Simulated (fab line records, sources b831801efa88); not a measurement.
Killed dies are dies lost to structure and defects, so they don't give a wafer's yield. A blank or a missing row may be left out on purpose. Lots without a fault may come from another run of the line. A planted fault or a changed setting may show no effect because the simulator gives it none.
Which tool did it? | flow gf180mcu | 6 lots, 18 wafers sampled, at 1 step of a route of 602

WHAT THE GAUGES READ, wafer by wafer
GF_V4_THK_MEAS_03.
lot  | measured     | on            | V4_CVD_02_THK (nm)
L780 | day 24 03:10 | film_metro-01 | 833 844 852
L782 | day 24 23:17 | film_metro-01 | 851 841 839
L785 | day 25 20:35 | film_metro-03 | 839 848 867
L788 | day 26 22:38 | film_metro-01 | 823 834 848
L796 | day 29 02:02 | film_metro-03 | 839 850 849
L800 | day 30 06:17 | film_metro-04 | 844 840 859

WHICH TOOL RAN EACH LOT (tool, then ch and the chambers of the sampled wafers, then the start)
The record holds no process step before these readings.

THE ANSWER, worked out from the rows above alone
Rule: what is usual is taken from the lots themselves. Put in order of their means at a reading, lots are off if they are a third of the lots or fewer, leave a main group of 4 or more, and stand apart from it by a gap of 3 or more times the standard deviation of the main group's means; of several such gaps the widest counts. A main group whose means are all the same, to the digits that the tables above print for the reading, isn't used. A lot without any number at a reading at which 4 lots or more have one is off too. The other lots that the step has rows for count as sound.
No lot is off at any reading shown: from this, nothing can be told.

WHAT THE SIMULATOR HAD PUT IN
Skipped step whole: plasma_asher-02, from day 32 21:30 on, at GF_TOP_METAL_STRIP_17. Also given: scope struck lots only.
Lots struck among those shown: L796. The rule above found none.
